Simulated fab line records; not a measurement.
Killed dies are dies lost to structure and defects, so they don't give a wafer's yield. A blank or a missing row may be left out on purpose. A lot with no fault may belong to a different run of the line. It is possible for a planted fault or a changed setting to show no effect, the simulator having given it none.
Chamber matching :: flow sky130 :: rie_diel-01 running SKY_VIA4_ETCH_12: 3 sister chambers
The step etches SiO2 in C4F8/O2/Ar, stops on TiN, target depth 580 nm. 3 wafers are shown with their chamber, then 7 later ones without.

WAFERS PAIRED WITH THEIR CHAMBERS
wafer: L090.1
chamber: 1
oes_product_au (a.u.): 0.934

wafer: L090.2
chamber: 0
oes_product_au (a.u.): 0.921

wafer: L093.1
chamber: 3
oes_product_au (a.u.): 0.926

WAFERS MISSING THEIR CHAMBER
wafer: L093.3
oes_product_au (a.u.): 0.929

wafer: L093.5
oes_product_au (a.u.): 0.931

wafer: L095.4
oes_product_au (a.u.): 0.922

wafer: L095.6
oes_product_au (a.u.): 0.921

wafer: L092.2
oes_product_au (a.u.): 0.928

wafer: L092.3
oes_product_au (a.u.): 0.923

wafer: L092.5
oes_product_au (a.u.): 0.931

EACH ONE'S CHAMBER
wafer: L093.3
from the rows above: can't be placed: 3 or 1
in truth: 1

wafer: L093.5
from the rows above: can't be placed: 1 or 3
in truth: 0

wafer: L095.4
from the rows above: can't be placed: 0 or 3
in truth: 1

wafer: L095.6
from the rows above: 0
in truth: 0

wafer: L092.2
from the rows above: can't be placed: 3 or 1
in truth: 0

wafer: L092.3
from the rows above: can't be placed: 0 or 3
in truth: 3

wafer: L092.5
from the rows above: can't be placed: 1 or 3
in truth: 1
Placed correctly: 1 of 7. From these rows, 6 cannot be placed; in 3 the true chamber is one of the candidates. Number placed wrongly: 0.
How it was worked out, from the rows above alone: a wafer's distance from a chamber is the root of the sum, over the readings, of the square of ((its reading less the chamber's mean) divided by the reading's scatter). The wafer belongs to the nearest chamber; if the next one is less than 2 further off, it can't be placed. A chamber's mean is the mean of its shown wafers. The scatter (one wafer shown for each chamber): square how far every hidden wafer sits from the nearest shown wafer, average those squares and take the square root.
